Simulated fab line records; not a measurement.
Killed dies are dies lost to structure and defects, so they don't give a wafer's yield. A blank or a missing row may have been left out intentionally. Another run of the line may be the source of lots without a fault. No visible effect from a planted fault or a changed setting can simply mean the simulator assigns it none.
Which tool is to blame?    flow sky130    Sampling: 11 lots, 33 wafers, 2 of 708 route steps

== WHAT THE GAUGES READ, wafer by wafer ==
SKY_DNWELL_TW_MEAS_09.
lot   measured     on            DNWELL_TW
L757  day 3 02:55  filmMetro-02  1123 1127 1125
L758  day 3 12:52  filmMetro-03  1112 1117 1113
L759  day 3 16:37  filmMetro-02  1130 1123 1120
L760  day 3 18:06  filmMetro-03  1121 1108 1121
L763  day 4 14:48  filmMetro-03  1105 1114 1109
L764  day 4 18:22  filmMetro-03  1115 1117 1115
L770  day 6 01:36  filmMetro-03  1106 1112 1111
L771  day 6 11:31  filmMetro-01  1111 1107 1117
L776  day 7 10:55  filmMetro-03  1110 1115 1114
L777  day 7 17:05  filmMetro-03  1118 1118 1120
L778  day 7 19:48  filmMetro-03  1108 1111 1111

== TOOL THAT RAN EACH LOT (tool first, then ch and the chambers of the sampled wafers, then the start) ==
lot   SKY_FIELD_ISO_ETCH_17
L757  rieSi-01 ch 0,1,3, day 2 04:43
L758  rieSi-02 ch 2,3, day 2 09:53
L759  rieSi-01 ch 1,3, day 2 15:41
L760  rieSi-01 ch 0,3, day 2 19:58
L763  rieSi-01 ch 0,2,3, day 3 14:13
L764  rieSi-01 ch 0,1,2, day 3 17:31
L770  rieSi-02 ch 0,2,3, day 4 23:40
L771  rieSi-01 ch 0,2,3, day 5 05:34
L776  rieSi-01 ch 0,1,3, day 6 09:32
L777  rieSi-02 ch 0,1,2, day 6 13:56
L778  rieSi-01 ch 1,2,3, day 6 17:37
- SKY_FIELD_ISO_ETCH_17: etches Si in HBr/Cl2/O2, target depth 342 nm, time 97.7 s.

== THE ANSWER, worked out from the rows above alone ==
Rule: usual is defined by the lots themselves. The widest of any qualifying gaps counts: lots, ordered by their means at a reading, are off when they make up no more than a third of the lots, leave a main group of 4 or more, and stand apart from it by 3 or more times the standard deviation of that group's means. Not used: any main group whose means are identical at the precision the tables above print for the reading. Also off: a lot with no number at a reading for which 4 or more lots have one. Where the step has rows for the other lots, those lots are counted as sound.
None of the lots is off at any reading shown; this tells nothing.

== WHAT THE SIMULATOR PUT IN ==
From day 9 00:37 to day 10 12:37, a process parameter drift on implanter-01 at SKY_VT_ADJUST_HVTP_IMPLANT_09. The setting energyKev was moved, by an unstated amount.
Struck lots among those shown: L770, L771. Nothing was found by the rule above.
